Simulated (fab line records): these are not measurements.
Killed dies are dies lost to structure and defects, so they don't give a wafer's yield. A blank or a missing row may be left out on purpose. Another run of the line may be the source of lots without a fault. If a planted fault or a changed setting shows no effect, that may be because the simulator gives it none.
Split-lot study + flow gf180mcu + 23 wafers read across 5 lots, on a route 602 steps long

== SPLIT DETAILS ==
At GF_M4_SPUTTER_01 (material TiN, target thk 30 nm, time 25 s), the setting time_s was moved away from the recipe's 25 s on 8 of the 23 wafers read, by -10.3% to +12.3%. The other wafers ran this setting at the recipe's value.

The reading is taken at the split's own step.

== THE READING ==
TiN_of_M4_SPUTTER_01.thk_nm (the simulator's own value, which no gauge read), in nm, at GF_M4_SPUTTER_01 (material TiN, target thk 30 nm, time 25 s). No usual value for it is given in the file. Here, 15 wafers ran the recipe; their average is 29.84 nm with a standard deviation of 0.3 nm.

| wafer  | tool, chamber at the split | time_s as run, s | against the recipe | TiN_of_M4_SPUTTER_01.thk_nm, nm | against lot-mates on the recipe |
|--------|----------------------------|------------------|--------------------|---------------------------------|---------------------------------|
| L075.1 | pvd_sputter-03, -          | 25               | recipe             | 29.68                           | -                               |
| L075.2 | pvd_sputter-03, -          | 25               | recipe             | 29.5                            | -                               |
| L075.3 | pvd_sputter-03, -          | 25               | recipe             | 29.59                           | -                               |
| L075.4 | pvd_sputter-03, -          | 25               | recipe             | 29.82                           | -                               |
| L075.6 | pvd_sputter-03, -          | 25               | recipe             | 29.75                           | -                               |
| L079.1 | pvd_sputter-03, -          | 25               | recipe             | 29.61                           | -                               |
| L079.5 | pvd_sputter-03, -          | 25               | recipe             | 29.61                           | -                               |
| L079.2 | pvd_sputter-03, -          | 22.42            | -10.3%             | 26.11                           | -3.40                           |
| L079.3 | pvd_sputter-03, -          | 25               | recipe             | 29.3                            | -                               |
| L079.4 | pvd_sputter-03, -          | 22.42            | -10.3%             | 26.15                           | -3.36                           |
| L078.2 | pvd_sputter-01, -          | 28.08            | +12.3%             | 34.08                           | +3.85                           |
| L078.3 | pvd_sputter-01, -          | 25               | recipe             | 30.14                           | -                               |
| L078.4 | pvd_sputter-01, -          | 28.08            | +12.3%             | 34.12                           | +3.89                           |
| L078.5 | pvd_sputter-01, -          | 28.08            | +12.3%             | 33.82                           | +3.59                           |
| L078.6 | pvd_sputter-01, -          | 25               | recipe             | 30.32                           | -                               |
| L082.1 | pvd_sputter-03, -          | 25               | recipe             | 30.44                           | -                               |
| L082.2 | pvd_sputter-03, -          | 27.37            | +9.5%              | 32.99                           | +2.71                           |
| L082.3 | pvd_sputter-03, -          | 27.37            | +9.5%              | 32.79                           | +2.51                           |
| L082.4 | pvd_sputter-03, -          | 27.37            | +9.5%              | 33.11                           | +2.83                           |
| L082.6 | pvd_sputter-03, -          | 25               | recipe             | 30.12                           | -                               |
| L085.2 | pvd_sputter-01, -          | 25               | recipe             | 29.93                           | -                               |
| L085.3 | pvd_sputter-01, -          | 25               | recipe             | 29.87                           | -                               |
| L085.4 | pvd_sputter-01, -          | 25               | recipe             | 29.95                           | -                               |

FIT RESULTS
A straight line over all 23 wafers: TiN_of_M4_SPUTTER_01.thk_nm changes by +0.342 nm for each +1% of time_s; r = +0.99; the points scatter about the line by 0.27 nm.
The same after taking each lot's own level away (the mean of its wafers on the recipe; 23 wafers): +0.307 nm for each +1%; r = +1.00; scatter 0.15 nm.
Per that fit: largest time_s move, reading shift of 3.8 nm.
Measured against the standard deviation above, the lots' own levels, which go from 29.507 to 30.280 nm, span 2.5 times it.
In other words, the slope is changed by the lot-to-lot level; the two fits disagree.
Check: with one of the wafers moved furthest among these (+12.3%) left out of the fit, the line predicts +3.71 nm for it against its lot-mates. Against them it came out at +3.85 nm.

== FURTHER SPLITS ON THESE WAFERS ==
Other splits were also applied to these wafers ahead of the reading. Each is held against what the fit with the lots' levels taken away leaves over:
| other split on the same wafers       | wafers away from the commonest value | r with TiN_of_M4_SPUTTER_01.thk_nm (lot level and that fit taken away) |
|--------------------------------------|--------------------------------------|------------------------------------------------------------------------|
| GF_M1_STRIP_17 pressure_mtorr        | 15                                   | -0.19                                                                  |
| GF_M2_SPUTTER_03 power_w             | 8                                    | -0.59                                                                  |
| GF_V2_CVD_00 sih4_flow_sccm          | 7                                    | -0.07                                                                  |
| GF_V2_CMP_04 leave_above_ref_nm      | 9                                    | +0.24                                                                  |
| GF_V2_PEB_12 peb_temp_c              | 4                                    | -0.05                                                                  |
| GF_V2_SPUTTER_21 chamber_pressure_pa | 18                                   | +0.17                                                                  |
| GF_M3_SPUTTER_04 power_w             | 8                                    | -0.06                                                                  |
| GF_M3_METAL_ETCH_16 icp_w            | 11                                   | -0.29                                                                  |
| GF_V3_EXPOSE_11 dose_mj              | 8                                    | +0.21                                                                  |
| GF_V3_ETCH_16 ion_energy_ev          | 7                                    | +0.07                                                                  |

== THE FILE'S OWN FIT ==
TiN_of_M4_SPUTTER_01.thk_nm changes by +0.307 nm for each +1% of time_s, r = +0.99.
